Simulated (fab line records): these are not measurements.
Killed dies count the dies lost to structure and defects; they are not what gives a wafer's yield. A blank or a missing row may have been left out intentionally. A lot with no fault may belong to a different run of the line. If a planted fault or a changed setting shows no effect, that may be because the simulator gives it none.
Matching of chambers + flow gf180mcu + GF_PASSIVATION_CVD_02 on pecvd-03: 3 sister chambers
The step deposits Si3N4, target thk 700 nm, time 486.18 s. 6 wafers are shown with their chamber, then 7 later ones without.

EACH WAFER AND ITS CHAMBER
| wafer  | chamber | heater-power-w (W) |
|--------|---------|--------------------|
| L710.2 | 1       | 750                |
| L713.2 | 1       | 684                |
| L713.5 | 2       | 899                |
| L713.6 | 0       | 695                |
| L714.1 | 2       | 891                |
| L714.2 | 0       | 666                |

WAFERS WITHOUT THEIR CHAMBER
| wafer  | heater-power-w (W) |
|--------|--------------------|
| L714.6 | 958                |
| L718.1 | 683                |
| L718.3 | 995                |
| L718.4 | 672                |
| L719.1 | 647                |
| L719.3 | 918                |
| L719.5 | 672                |

WHICH CHAMBER EACH ONE RAN IN
| wafer  | from the rows above     | in truth |
|--------|-------------------------|----------|
| L714.6 | 2                       | 2        |
| L718.1 | can't be placed: 0 or 1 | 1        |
| L718.3 | 2                       | 2        |
| L718.4 | can't be placed: 0 or 1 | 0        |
| L719.1 | can't be placed: 0 or 1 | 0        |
| L719.3 | 2                       | 2        |
| L719.5 | can't be placed: 0 or 1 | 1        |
Correct placement for 3 of the 7. From these rows, 4 cannot be placed; in 4 the true chamber is one of the candidates. Number placed wrongly: 0.
How it was worked out, from the rows above alone: a wafer's distance from a chamber is the root of the sum, over the readings, of the square of ((its reading less the chamber's mean) divided by the reading's scatter). The wafer belongs to the nearest chamber; if the next one is less than 2 further off, it can't be placed. Each chamber's mean is taken over the wafers shown for it. The scatter is the square root of a quotient: the sum, over the shown wafers, of each reading's squared deviation from its chamber's mean, divided by wafers minus chambers.
